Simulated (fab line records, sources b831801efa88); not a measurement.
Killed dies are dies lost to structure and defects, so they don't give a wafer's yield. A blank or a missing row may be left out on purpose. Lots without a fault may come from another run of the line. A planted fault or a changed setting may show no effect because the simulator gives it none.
Chamber matching | flow gf180mcu | GF_V3_CMP_26 on cmp-01: 4 sister chambers
The step polishes, stops on SiO2, t overpolish 15 s, target thk 0 nm. 14 wafers are shown with their chamber, then 7 later ones without.

WAFERS WITH THEIR CHAMBER
wafer  | chamber | time_to_endpoint_s (s) | motor_current_A (A) | head_pressure_psi (psi)
L591.1 | 0       | 86                     | 11.4                | 3.497
L591.4 | 3       | 86                     | 12.6                | 3.495
L591.6 | 0       | 87                     | 11.5                | 3.506
L598.1 | 3       | 85                     | 13.6                | 3.500
L598.5 | 3       | 84                     | 12.2                | 3.500
L598.6 | 2       | 81                     | 12.2                | 3.493
L599.2 | 0       | 88                     | 11.7                | 3.510
L599.3 | 1       | 86                     | 11.5                | 3.506
L599.6 | 2       | 81                     | 13.0                | 3.508
L607.1 | 2       | 78                     | 12.5                | 3.497
L607.2 | 0       | 82                     | 11.2                | 3.497
L607.3 | 1       | 83                     | 12.6                | 3.515
L609.3 | 0       | 86                     | 11.0                | 3.498
L609.5 | 0       | 84                     | 11.9                | 3.498

SIGNATURES (means of the wafers above)
reading            | chamber 0 | chamber 1 | chamber 2 | chamber 3 | scatter within a chamber
time_to_endpoint_s | 85.50     | 84.50     | 80.00     | 85.00     | 1.9
motor_current_A    | 11.450    | 12.050    | 12.567    | 12.800    | 0.501
head_pressure_psi  | 3.50100   | 3.51050   | 3.49933   | 3.49833   | 0.00578
Rule: a wafer's distance from a chamber is the root of the sum, over the readings, of the square of ((its reading less the chamber's mean) divided by the reading's scatter). The wafer belongs to the nearest chamber; if the next one is less than 2 further off, it can't be placed. The scatter: the root of (the sum of the squares of (reading less its chamber's mean) over the shown wafers, divided by (wafers less chambers)).

WAFERS WITHOUT THEIR CHAMBER
wafer  | time_to_endpoint_s (s) | motor_current_A (A) | head_pressure_psi (psi)
L609.6 | 88                     | 13.0                | 3.500
L612.1 | 78                     | 12.2                | 3.513
L612.3 | 83                     | 13.2                | 3.503
L612.6 | 83                     | 12.7                | 3.515
L613.2 | 84                     | 11.2                | 3.494
L613.3 | 82                     | 12.1                | 3.485
L613.6 | 84                     | 11.2                | 3.488

WHICH CHAMBER EACH WENT THROUGH
wafer  | from the rows above               | in truth
L609.6 | can't be placed: 3 or 1 or 0      | 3
L612.1 | can't be placed: 2 or 1 or 3      | 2
L612.3 | can't be placed: 3 or 2 or 1      | 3
L612.6 | can't be placed: 1 or 3 or 2      | 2
L613.2 | can't be placed: 0 or 3 or 1      | 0
L613.3 | can't be placed: 2 or 3 or 0 or 1 | 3
L613.6 | can't be placed: 0 or 3 or 2 or 1 | 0
Placed correctly: 0 of 7. Can't be placed from these rows: 7 (the true chamber is among the candidates in 7). Placed wrongly: 0.
